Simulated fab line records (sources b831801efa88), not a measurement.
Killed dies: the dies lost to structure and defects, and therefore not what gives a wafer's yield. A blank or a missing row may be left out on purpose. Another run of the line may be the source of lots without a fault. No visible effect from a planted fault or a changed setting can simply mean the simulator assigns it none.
Shared-tool check | flow sky130 | Sample size 14 lots and 42 wafers

## WHY IT WAS OPENED
SKY_VT_ADJUST_HVTP_TW_MEAS_11, reading VT_ADJUST_HVTP_TW: flagged on 3 of 14 lots. Fault-free wafers read 1355, with a standard deviation of 9.7.
Rule: a lot gets a flag if all its wafers with a number sit over 4 standard deviations from that mean, or if no wafer of it has a number. The rest of the lots are taken to be sound.

lot  | measured     | on            | VT_ADJUST_HVTP_TW, wafer by wafer | flag
L614 | day 6 11:31  | film metro-04 | 1357 1358 1356                    |
L615 | day 6 14:58  | film metro-04 | 1361 1363 1356                    |
L616 | day 6 21:26  | film metro-01 | 1673 1676 1672                    | FLAGGED
L617 | day 7 04:44  | film metro-01 | 1340 1343 1341                    |
L618 | day 7 11:52  | film metro-03 | 1361 1366 1353                    |
L620 | day 7 20:13  | film metro-03 | 1691 1690 1705                    | FLAGGED
L621 | day 8 03:45  | film metro-01 | 1351 1360 1360                    |
L622 | day 8 11:47  | film metro-03 | 1696 1681 1690                    | FLAGGED
L630 | day 10 16:08 | film metro-04 | 1357 1356 1349                    |
L631 | day 10 18:46 | film metro-03 | 1346 1352 1346                    |
L632 | day 10 22:38 | film metro-03 | 1350 1348 1348                    |
L633 | day 11 03:36 | film metro-03 | 1359 1354 1352                    |
L634 | day 11 13:22 | film metro-03 | 1361 1350 1351                    |
L636 | day 12 01:11 | film metro-01 | 1340 1342 1347                    |
The mean of the flagged lots' numbers is 1686, +331 from the usual (+34 standard deviations).

## WHICH TOOL RAN EACH LOT
The record holds 1 process step before the reading, out of a route of 708 steps. In each cell: the tool, then ch and the chambers that the sampled wafers went through, then the start.
lot  | flag    | SKY_VT_ADJUST_HVTP_IMPLANT_09
L614 |         | implanter-04 ch 0, day 6 11:17
L615 |         | implanter-04 ch 0, day 6 14:43
L616 | FLAGGED | implanter-03 ch 0, day 6 20:52
L617 |         | implanter-03 ch 0, day 7 04:29
L618 |         | implanter-04 ch 0, day 7 11:37
L620 | FLAGGED | implanter-03 ch 0, day 7 19:41
L621 |         | implanter-04 ch 0, day 8 03:32
L622 | FLAGGED | implanter-03 ch 0, day 8 11:14
L630 |         | implanter-02 ch 0, day 10 15:54
L631 |         | implanter-04 ch 0, day 10 18:31
L632 |         | implanter-02 ch 0, day 10 22:25
L633 |         | implanter-04 ch 0, day 11 03:19
L634 |         | implanter-03 ch 0, day 11 13:07
L636 |         | implanter-03 ch 0, day 12 00:58
What is done by these steps:
- SKY_VT_ADJUST_HVTP_IMPLANT_09
- SKY_VT_ADJUST_HVTP_TW_MEAS_11

## FLAGGED AGAINST TOTAL, ONE TOOL AT A TIME (gauges that did the reading follow at the end)
step                          | tool          | lots run | flagged | share of the flagged lots | sound lots run after its first flagged lot
SKY_VT_ADJUST_HVTP_IMPLANT_09 | implanter-02  | 2        | 0       | none                      | -
SKY_VT_ADJUST_HVTP_IMPLANT_09 | implanter-03  | 6        | 3       | all                       | 3 (L617,L634,L636)
SKY_VT_ADJUST_HVTP_IMPLANT_09 | implanter-04  | 6        | 0       | none                      | -
SKY_VT_ADJUST_HVTP_TW_MEAS_11 | film metro-01 | 4        | 1       | some                      | 3 (L617,L621,L636)
SKY_VT_ADJUST_HVTP_TW_MEAS_11 | film metro-03 | 7        | 2       | some                      | 4 (L631,L632,L633,L634)
SKY_VT_ADJUST_HVTP_TW_MEAS_11 | film metro-04 | 3        | 0       | none                      | -

## WHAT THE TABLE PERMITS
In the table, 1 row covers all flagged lots: implanter-03 at SKY_VT_ADJUST_HVTP_IMPLANT_09.
- implanter-03 at SKY_VT_ADJUST_HVTP_IMPLANT_09 ran 6 lots, 3 of them flagged. Sound lots ran on it after the first flagged one (L617, L634, L636), which a lasting fault on the whole tool wouldn't allow.
Not one row of the table ran every flagged lot while running no sound lot after the first.

## WHAT WAS PUT IN BY THE SIMULATOR
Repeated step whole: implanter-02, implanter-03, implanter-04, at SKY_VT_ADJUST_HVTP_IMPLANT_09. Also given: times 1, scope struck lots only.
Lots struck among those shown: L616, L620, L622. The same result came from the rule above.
